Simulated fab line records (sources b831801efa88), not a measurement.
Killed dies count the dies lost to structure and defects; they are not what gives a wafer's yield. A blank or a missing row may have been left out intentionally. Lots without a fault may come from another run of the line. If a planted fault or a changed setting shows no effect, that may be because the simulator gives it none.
Which tool did it? || flow sky130 || 14 lots with 42 wafers sampled at 3 steps, on a route of 708 steps

== WHAT THE GAUGES READ, wafer by wafer ==
SKY_CONTACT_THK_MEAS_01. Usual: for CONTACT_CVD_00_THK the level is 74.9 nm and the standard deviation is 0.89.
{"lot": "L686", "measured": "day 30 15:02", "on": "filmMetro-02", "CONTACT_CVD_00_THK (nm)": "75.3 74.1 75.9", "flag": ""}
{"lot": "L687", "measured": "day 30 20:33", "on": "filmMetro-02", "CONTACT_CVD_00_THK (nm)": "74.4 76.2 75.3", "flag": ""}
{"lot": "L688", "measured": "day 31 08:50", "on": "filmMetro-03", "CONTACT_CVD_00_THK (nm)": "73.6 73.3 75.2", "flag": ""}
{"lot": "L689", "measured": "day 31 17:31", "on": "filmMetro-03", "CONTACT_CVD_00_THK (nm)": "74.8 73.9 76.4", "flag": ""}
{"lot": "L692", "measured": "day 32 16:29", "on": "filmMetro-04", "CONTACT_CVD_00_THK (nm)": "74.9 74.1 75.6", "flag": ""}
{"lot": "L694", "measured": "day 33 08:00", "on": "filmMetro-02", "CONTACT_CVD_00_THK (nm)": "73.8 75.9 75.2", "flag": ""}
{"lot": "L696", "measured": "day 33 20:59", "on": "filmMetro-02", "CONTACT_CVD_00_THK (nm)": "75.2 76.8 76.6", "flag": ""}
{"lot": "L697", "measured": "day 34 08:45", "on": "filmMetro-03", "CONTACT_CVD_00_THK (nm)": "74.0 75.4 75.3", "flag": ""}
{"lot": "L699", "measured": "day 34 19:32", "on": "filmMetro-03", "CONTACT_CVD_00_THK (nm)": "75.0 73.9 75.7", "flag": ""}
{"lot": "L703", "measured": "day 36 11:58", "on": "filmMetro-03", "CONTACT_CVD_00_THK (nm)": "74.3 73.9 75.3", "flag": ""}
{"lot": "L705", "measured": "day 36 13:39", "on": "filmMetro-02", "CONTACT_CVD_00_THK (nm)": "73.3 73.3 74.9", "flag": ""}
{"lot": "L706", "measured": "day 36 19:56", "on": "filmMetro-03", "CONTACT_CVD_00_THK (nm)": "74.2 75.2 75.2", "flag": ""}
{"lot": "L707", "measured": "day 37 04:41", "on": "filmMetro-03", "CONTACT_CVD_00_THK (nm)": "74.6 75.9 75.2", "flag": ""}
{"lot": "L708", "measured": "day 37 12:55", "on": "filmMetro-02", "CONTACT_CVD_00_THK (nm)": "75.1 75.4 75.8", "flag": ""}

SKY_CONTACT_OVL_MEAS_15. Usual: for CONTACT_OVL the level is 2 nm and the standard deviation is 5.1.
{"lot": "L686", "measured": "day 31 19:05", "on": "overlay-01", "CONTACT_OVL (nm)": "-1 4 -1", "flag": ""}
{"lot": "L687", "measured": "day 32 00:29", "on": "overlay-01", "CONTACT_OVL (nm)": "3 2 2", "flag": ""}
{"lot": "L688", "measured": "day 32 13:43", "on": "overlay-02", "CONTACT_OVL (nm)": "-5 -4 -1", "flag": ""}
{"lot": "L689", "measured": "day 32 21:34", "on": "overlay-01", "CONTACT_OVL (nm)": "-3 3 1", "flag": ""}
{"lot": "L692", "measured": "day 33 20:32", "on": "overlay-02", "CONTACT_OVL (nm)": "5 16 3", "flag": ""}
{"lot": "L694", "measured": "day 34 11:48", "on": "overlay-01", "CONTACT_OVL (nm)": "-5 5 1", "flag": ""}
{"lot": "L696", "measured": "day 35 00:05", "on": "overlay-02", "CONTACT_OVL (nm)": "5 3 2", "flag": ""}
{"lot": "L697", "measured": "day 35 11:30", "on": "overlay-01", "CONTACT_OVL (nm)": "7 5 2", "flag": ""}
{"lot": "L699", "measured": "day 35 22:09", "on": "overlay-02", "CONTACT_OVL (nm)": "0 -9 1", "flag": ""}
{"lot": "L703", "measured": "day 37 13:59", "on": "overlay-02", "CONTACT_OVL (nm)": "-4 -1 -2", "flag": ""}
{"lot": "L705", "measured": "day 37 16:05", "on": "overlay-02", "CONTACT_OVL (nm)": "6 8 11", "flag": ""}
{"lot": "L706", "measured": "day 37 22:44", "on": "overlay-02", "CONTACT_OVL (nm)": "4 1 -3", "flag": ""}
{"lot": "L707", "measured": "day 38 07:33", "on": "overlay-02", "CONTACT_OVL (nm)": "-5 3 8", "flag": ""}
{"lot": "L708", "measured": "day 38 15:14", "on": "overlay-02", "CONTACT_OVL (nm)": "6 -5 7", "flag": ""}

== TOOL THAT RAN EACH LOT (tool first, then ch and the chambers of the sampled wafers, then the start) ==
{"lot": "L686", "SKY_LI_CONTACT_CVD_21": "cvdW-02 ch 0,1, day 29 09:34"}
{"lot": "L687", "SKY_LI_CONTACT_CVD_21": "cvdW-01 ch 0,1, day 29 14:37"}
{"lot": "L688", "SKY_LI_CONTACT_CVD_21": "cvdW-02 ch 0,1, day 30 02:40"}
{"lot": "L689", "SKY_LI_CONTACT_CVD_21": "cvdW-02 ch 0,1, day 30 12:01"}
{"lot": "L692", "SKY_LI_CONTACT_CVD_21": "cvdW-02 ch 0,1, day 31 11:28"}
{"lot": "L694", "SKY_LI_CONTACT_CVD_21": "cvdW-01 ch 0,1, day 32 02:50"}
{"lot": "L696", "SKY_LI_CONTACT_CVD_21": "cvdW-02 ch 0,1, day 32 16:04"}
{"lot": "L697", "SKY_LI_CONTACT_CVD_21": "cvdW-02 ch 0,1, day 33 04:34"}
{"lot": "L699", "SKY_LI_CONTACT_CVD_21": "cvdW-02 ch 0,1, day 33 15:59"}
{"lot": "L703", "SKY_LI_CONTACT_CVD_21": "cvdW-02 ch 0,1, day 35 08:28"}
{"lot": "L705", "SKY_LI_CONTACT_CVD_21": "cvdW-02 ch 0,1, day 35 10:04"}
{"lot": "L706", "SKY_LI_CONTACT_CVD_21": "cvdW-02 ch 0,1, day 35 16:00"}
{"lot": "L707", "SKY_LI_CONTACT_CVD_21": "cvdW-02 ch 0,1, day 36 01:23"}
{"lot": "L708", "SKY_LI_CONTACT_CVD_21": "cvdW-02 ch 0,1, day 36 08:52"}
- SKY_LI_CONTACT_CVD_21: deposits W, target thk 400 nm, time 120.56 s.

== AS READ BY THE TOOLS THEMSELVES (means over the sampled wafers that have a number; for cases with no such wafer, the mark the record gives instead) ==
SKY_LI_CONTACT_CVD_21. Usual: chamberPressureTorr 40.01 Torr, standard deviation 0.093; heaterPowerW 903 W, standard deviation 110; susceptorTempC 399.96 C, standard deviation 0.25.
{"lot": "L686", "tool": "cvdW-02", "chamberPressureTorr (Torr)": 39.99, "heaterPowerW (W)": 959, "susceptorTempC (C)": 399.87, "flag": ""}
{"lot": "L687", "tool": "cvdW-01", "chamberPressureTorr (Torr)": 39.98, "heaterPowerW (W)": 858, "susceptorTempC (C)": 400.31, "flag": ""}
{"lot": "L688", "tool": "cvdW-02", "chamberPressureTorr (Torr)": 40.08, "heaterPowerW (W)": 952, "susceptorTempC (C)": 399.84, "flag": ""}
{"lot": "L689", "tool": "cvdW-02", "chamberPressureTorr (Torr)": 40.02, "heaterPowerW (W)": 950, "susceptorTempC (C)": 399.94, "flag": ""}
{"lot": "L692", "tool": "cvdW-02", "chamberPressureTorr (Torr)": 40.08, "heaterPowerW (W)": 859, "susceptorTempC (C)": 399.85, "flag": ""}
{"lot": "L694", "tool": "cvdW-01", "chamberPressureTorr (Torr)": 39.96, "heaterPowerW (W)": 865, "susceptorTempC (C)": 399.79, "flag": ""}
{"lot": "L696", "tool": "cvdW-02", "chamberPressureTorr (Torr)": 40.12, "heaterPowerW (W)": 940, "susceptorTempC (C)": 399.92, "flag": ""}
{"lot": "L697", "tool": "cvdW-02", "chamberPressureTorr (Torr)": 39.97, "heaterPowerW (W)": 948, "susceptorTempC (C)": 400.00, "flag": ""}
{"lot": "L699", "tool": "cvdW-02", "chamberPressureTorr (Torr)": 39.98, "heaterPowerW (W)": 863, "susceptorTempC (C)": 399.82, "flag": ""}
{"lot": "L703", "tool": "cvdW-02", "chamberPressureTorr (Torr)": 39.99, "heaterPowerW (W)": 865, "susceptorTempC (C)": 400.06, "flag": ""}
{"lot": "L705", "tool": "cvdW-02", "chamberPressureTorr (Torr)": 40.04, "heaterPowerW (W)": 959, "susceptorTempC (C)": 400.11, "flag": ""}
{"lot": "L706", "tool": "cvdW-02", "chamberPressureTorr (Torr)": 40.04, "heaterPowerW (W)": 961, "susceptorTempC (C)": 400.11, "flag": ""}
{"lot": "L707", "tool": "cvdW-02", "chamberPressureTorr (Torr)": 40.07, "heaterPowerW (W)": 947, "susceptorTempC (C)": 399.87, "flag": ""}
{"lot": "L708", "tool": "cvdW-02", "chamberPressureTorr (Torr)": 40.02, "heaterPowerW (W)": 975, "susceptorTempC (C)": 399.84, "flag": ""}

== THE ANSWER, worked out from the rows above alone ==
Rule: a lot is off if the mean of its wafers that have a number lies more than 3 standard deviations from the usual mean. Also off: a lot with no number at a reading for which 4 or more lots have one. Any other lot the step has rows for is counted as sound. The gauges are gone through in route order, then the tools' own readings, and for those a lot's mean is taken as printed above. At the first step where some lot is off, the reading lying furthest off is the one used; lots without a number count as furthest.
No lot is off at any reading shown: from this, nothing can be told.

== WHAT THE SIMULATOR HAD PUT IN ==
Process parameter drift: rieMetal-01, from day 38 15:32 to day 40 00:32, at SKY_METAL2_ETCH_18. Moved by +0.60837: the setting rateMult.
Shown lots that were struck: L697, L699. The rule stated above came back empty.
